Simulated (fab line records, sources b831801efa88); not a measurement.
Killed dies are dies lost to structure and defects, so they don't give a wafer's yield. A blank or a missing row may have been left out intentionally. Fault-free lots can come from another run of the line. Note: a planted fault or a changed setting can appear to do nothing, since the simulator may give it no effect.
Chamber matching :: flow sky130 :: SKY_VIA4_CMP_21 on cmp-02: 4 sister chambers
The step polishes, stops on SiO2, t overpolish 25 s, target thk 0 nm. 8 wafers are shown with their chamber, then 6 later ones without.

## WAFERS, EACH WITH ITS CHAMBER
wafer: L332.1
chamber: 0
motor current A (A): 11.1
overpolish run s (s): 25.002

wafer: L341.2
chamber: 2
motor current A (A): 12.0
overpolish run s (s): 24.993

wafer: L341.3
chamber: 3
motor current A (A): 11.5
overpolish run s (s): 25.016

wafer: L341.5
chamber: 0
motor current A (A): 10.9
overpolish run s (s): 25.005

wafer: L342.2
chamber: 2
motor current A (A): 12.7
overpolish run s (s): 24.998

wafer: L342.5
chamber: 1
motor current A (A): 9.6
overpolish run s (s): 25.009

wafer: L343.1
chamber: 3
motor current A (A): 10.8
overpolish run s (s): 25.004

wafer: L343.4
chamber: 1
motor current A (A): 9.6
overpolish run s (s): 24.998

## WAFERS WHOSE CHAMBER IS MISSING
wafer: L343.6
motor current A (A): 9.5
overpolish run s (s): 24.994

wafer: L344.2
motor current A (A): 11.0
overpolish run s (s): 24.993

wafer: L344.3
motor current A (A): 12.3
overpolish run s (s): 25.019

wafer: L344.4
motor current A (A): 10.4
overpolish run s (s): 24.998

wafer: L349.3
motor current A (A): 12.6
overpolish run s (s): 25.005

wafer: L349.6
motor current A (A): 12.2
overpolish run s (s): 24.999

## THE CHAMBER EACH PASSED THROUGH
wafer: L343.6
from the rows above: 1
in truth: 1

wafer: L344.2
from the rows above: can't be placed: 0 or 3
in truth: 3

wafer: L344.3
from the rows above: can't be placed: 3 or 2 or 0
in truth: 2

wafer: L344.4
from the rows above: can't be placed: 0 or 1 or 3
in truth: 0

wafer: L349.3
from the rows above: 2
in truth: 2

wafer: L349.6
from the rows above: 2
in truth: 2
Correct placement for 3 of the 6. Can't be placed from these rows: 3 (the true chamber is among the candidates in 3). Placed wrongly: 0.
How it was worked out, from the rows above alone: a wafer's distance from a chamber is the root of the sum, over the readings, of the square of ((its reading less the chamber's mean) divided by the reading's scatter). The wafer belongs to the nearest chamber; if the next one is less than 2 further off, it can't be placed. For every chamber, the mean is computed from those of its wafers that are shown. The scatter is the square root of a quotient: the sum, over the shown wafers, of each reading's squared deviation from its chamber's mean, divided by wafers minus chambers.
